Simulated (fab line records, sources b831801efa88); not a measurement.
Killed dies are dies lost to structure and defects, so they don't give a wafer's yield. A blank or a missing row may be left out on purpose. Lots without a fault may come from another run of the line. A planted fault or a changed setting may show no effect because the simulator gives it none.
Which tool did it? | flow gf180mcu | 6 lots, 18 wafers sampled, at 4 steps of a route of 602

WHAT THE GAUGES READ, wafer by wafer
GF_MIM_RS_MEAS_10: measures by four-point-probe.
lot  | measured     | on            | MIM_ALCU_RS (ohm/sq)
L770 | day 25 17:07 | film_metro-02 | 0.1625 0.1632 0.1601
L771 | day 26 13:18 | film_metro-01 | 0.1619 0.1610 0.1631
L773 | day 27 18:29 | film_metro-04 | 0.1567 0.1570 0.1586
L777 | day 28 06:51 | film_metro-04 | 0.1608 0.1604 0.1605
L786 | day 30 12:19 | film_metro-01 | 0.1593 0.1583 0.1602
L790 | day 31 18:52 | film_metro-04 | 0.1627 0.1618 0.1619

WHICH TOOL RAN EACH LOT (tool, then ch and the chambers of the sampled wafers, then the start)
lot  | GF_M4_METAL_ETCH_16               | GF_MIM_SPUTTER_07            | GF_MIM_SPUTTER_08
L770 | rie_metal-01 ch 0,1, day 24 16:46 | pvd_sputter-01, day 25 17:01 | pvd_sputter-01, day 25 17:04
L771 | rie_metal-03 ch 0,1, day 25 13:26 | pvd_sputter-01, day 26 13:12 | pvd_sputter-01, day 26 13:14
L773 | rie_metal-01 ch 0,1, day 26 18:51 | pvd_sputter-04, day 27 18:22 | pvd_sputter-04, day 27 18:25
L777 | rie_metal-01 ch 0,1, day 27 08:01 | pvd_sputter-02, day 28 06:44 | pvd_sputter-02, day 28 06:47
L786 | rie_metal-03 ch 0,1, day 29 13:47 | pvd_sputter-01, day 30 12:13 | pvd_sputter-01, day 30 12:15
L790 | rie_metal-02 ch 0,1, day 30 22:15 | pvd_sputter-02, day 31 18:46 | pvd_sputter-02, day 31 18:48
- GF_M4_METAL_ETCH_16: etches the open film in Cl2/BCl3, stops on SiO2, target depth 750.8 nm, time 125.1 s.
- GF_MIM_SPUTTER_07: material TiN, target thk 60 nm, time 50 s.
- GF_MIM_SPUTTER_08: material AlCu, target thk 200 nm, time 10.6 s.

THE ANSWER, worked out from the rows above alone
Rule: what is usual is taken from the lots themselves. Put in order of their means at a reading, lots are off if they are a third of the lots or fewer, leave a main group of 4 or more, and stand apart from it by a gap of 3 or more times the standard deviation of the main group's means; of several such gaps the widest counts. A main group whose means are all the same, to the digits that the tables above print for the reading, isn't used. A lot without any number at a reading at which 4 lots or more have one is off too. The other lots that the step has rows for count as sound.
No lot is off at any reading shown: from this, nothing can be told.

WHAT THE SIMULATOR HAD PUT IN
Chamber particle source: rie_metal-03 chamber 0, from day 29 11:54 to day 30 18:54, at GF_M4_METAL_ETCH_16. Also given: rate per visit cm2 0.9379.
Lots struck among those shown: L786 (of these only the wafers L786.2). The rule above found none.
